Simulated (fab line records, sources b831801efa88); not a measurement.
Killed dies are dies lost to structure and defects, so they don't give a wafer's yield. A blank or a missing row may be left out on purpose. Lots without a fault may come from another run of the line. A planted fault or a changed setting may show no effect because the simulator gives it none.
Chamber matching | flow gf180mcu | GF_SAB_CVD_00 on pecvd-02: 3 sister chambers
The step deposits SiO2 from TEOS, target thk 50 nm, time 4.9302 s. 6 wafers are shown with their chamber, then 8 later ones without.

WAFERS WITH THEIR CHAMBER
wafer  | chamber | heater_power_w (W)
L088.1 | 1       | 554
L088.4 | 0       | 577
L089.2 | 2       | 483
L089.3 | 1       | 598
L089.5 | 0       | 680
L092.1 | 2       | 547

WAFERS WITHOUT THEIR CHAMBER
wafer  | heater_power_w (W)
L092.2 | 591
L092.4 | 597
L096.3 | 644
L096.5 | 662
L096.6 | 516
L097.1 | 552
L097.2 | 625
L097.4 | 555

WHICH CHAMBER EACH WENT THROUGH
wafer  | from the rows above          | in truth
L092.2 | can't be placed: 1 or 0 or 2 | 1
L092.4 | can't be placed: 1 or 0 or 2 | 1
L096.3 | can't be placed: 0 or 1      | 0
L096.5 | can't be placed: 0 or 1      | 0
L096.6 | can't be placed: 2 or 1      | 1
L097.1 | can't be placed: 1 or 2 or 0 | 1
L097.2 | can't be placed: 0 or 1      | 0
L097.4 | can't be placed: 1 or 2 or 0 | 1
Placed correctly: 0 of 8. Can't be placed from these rows: 8 (the true chamber is among the candidates in 8). Placed wrongly: 0.
How it was worked out, from the rows above alone: a wafer's distance from a chamber is the root of the sum, over the readings, of the square of ((its reading less the chamber's mean) divided by the reading's scatter). The wafer belongs to the nearest chamber; if the next one is less than 2 further off, it can't be placed. A chamber's mean is the mean of its shown wafers. The scatter: the root of (the sum of the squares of (reading less its chamber's mean) over the shown wafers, divided by (wafers less chambers)).
